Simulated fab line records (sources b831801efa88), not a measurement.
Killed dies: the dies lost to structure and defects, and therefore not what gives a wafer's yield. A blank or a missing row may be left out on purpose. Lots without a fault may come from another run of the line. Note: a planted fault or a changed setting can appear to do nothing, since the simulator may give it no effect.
A single fault, viewed from 2 desks ; flow sky130 ; every desk sees just its own numbers, and what lay behind them comes last

FOR THE TOOL OWNER'S DESK: iline_stepper-02
The tool's own readings at SKY_VT_ADJUST_NCORE_EXPOSE_04 (exposes mask LVTN COMPLEMENT THIN, target cd 380 nm): means of the sampled wafers that have a number, for each lot that ran on this tool. Any lot whose mean is over 4 standard deviations away from the usual mean is out of limits and marked OUT; that distance is given in the brackets.
Columns: A = focus_offset_nm at SKY_VT_ADJUST_NCORE_EXPOSE_04, usual 0.0 nm
lot;first seen here;A
L607;day 8 17:49;-0.6
L611;day 9 20:20;0.3
L613;day 10 08:56;0.1
L614;day 10 15:49;-0.0
L615;day 10 22:20;0.6
This desk's finding: nothing out of limits on any of the 5 lots.

AT THE METROLOGY DESK
Lot by lot, what the gauges showed, no matter which tool ran the lot: averages of those sampled wafers that carry a number. Any lot whose mean is over 4 standard deviations away from the usual mean is out of limits and marked OUT; that distance is given in the brackets.
Columns: A = VT_ADJUST_LVTN_TW at SKY_VT_ADJUST_LVTN_TW_MEAS_10, usual 242.2; B = cd_nm at SKY_VT_ADJUST_NCORE_CD_MEAS_07, usual 379.6 nm; C = VT_ADJUST_HVTR_TW at SKY_VT_ADJUST_HVTR_TW_MEAS_11, usual 210.5
lot;first seen here;A;B;C
L606;day 7 00:08;243.1;381.4;212.2
L607;day 7 11:04;243.8;378.9;211.5
L609;day 7 21:24;243.4;381.6;213.1
L611;day 8 12:47;239.6;379.6;208.8
L612;day 8 17:47;238.4;375.9;211.2
L613;day 9 00:39;244.3;377.7;211.2
L614;day 9 06:02;242.3;374.4;210.6
L615;day 9 12:09;239.8;375.8;210.5
L621;day 11 01:53;240.9;377.2;211.6
L625;day 11 23:58;238.7;380.8;210.2
L628;day 12 21:44;242.6;377.2;208.6
L629;day 13 00:49;243.7;377.6;208.8
This desk's finding: nothing out of limits on any of the 12 lots.

PUT TOGETHER
Nothing out of limits was seen by the tool owner's desk.
The metrology desk saw nothing out of limits.

WHAT THE SIMULATOR PUT IN
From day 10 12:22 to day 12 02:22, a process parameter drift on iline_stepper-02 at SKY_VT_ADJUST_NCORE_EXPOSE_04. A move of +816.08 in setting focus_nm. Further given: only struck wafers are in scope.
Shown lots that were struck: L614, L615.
